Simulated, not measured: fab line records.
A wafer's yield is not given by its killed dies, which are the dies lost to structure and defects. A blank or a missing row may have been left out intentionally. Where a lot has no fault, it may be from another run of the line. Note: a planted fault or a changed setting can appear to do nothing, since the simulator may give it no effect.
Which of the tools did it?    flow sky130    6 lots, 18 wafers sampled, at 1 step of a route of 708

== WHAT EACH GAUGE READ, for each wafer ==
SKY_NWELL_TW_MEAS_15.
lot   measured      on             NWELL_TW
L859  day 5 00:48   film metro-04  1817 1827 1826
L862  day 5 14:19   film metro-02  1801 1790 1794
L864  day 6 00:32   film metro-04  1843 1828 1829
L869  day 7 07:27   film metro-01  1795 1798 1795
L878  day 9 14:48   film metro-01  1791 1805 1795
L881  day 10 05:11  film metro-02  1814 1810 1813

== TOOL THAT RAN EACH LOT (tool first, then ch and the chambers of the sampled wafers, then the start) ==
No process step before these readings appears in the record.

== THE ANSWER, worked out from the rows above alone ==
Rule: usual is defined by the lots themselves. The widest of any qualifying gaps counts: lots, ordered by their means at a reading, are off when they make up no more than a third of the lots, leave a main group of 4 or more, and stand apart from it by 3 or more times the standard deviation of that group's means. A main group is skipped when, at the precision printed for the reading in the tables above, its means are all equal. Also off: a lot with no number at a reading for which 4 or more lots have one. The other lots that the step has rows for count as sound.
Across all readings shown, no lot is off: no conclusion can be drawn from this.

== WHAT THE SIMULATOR PUT IN ==
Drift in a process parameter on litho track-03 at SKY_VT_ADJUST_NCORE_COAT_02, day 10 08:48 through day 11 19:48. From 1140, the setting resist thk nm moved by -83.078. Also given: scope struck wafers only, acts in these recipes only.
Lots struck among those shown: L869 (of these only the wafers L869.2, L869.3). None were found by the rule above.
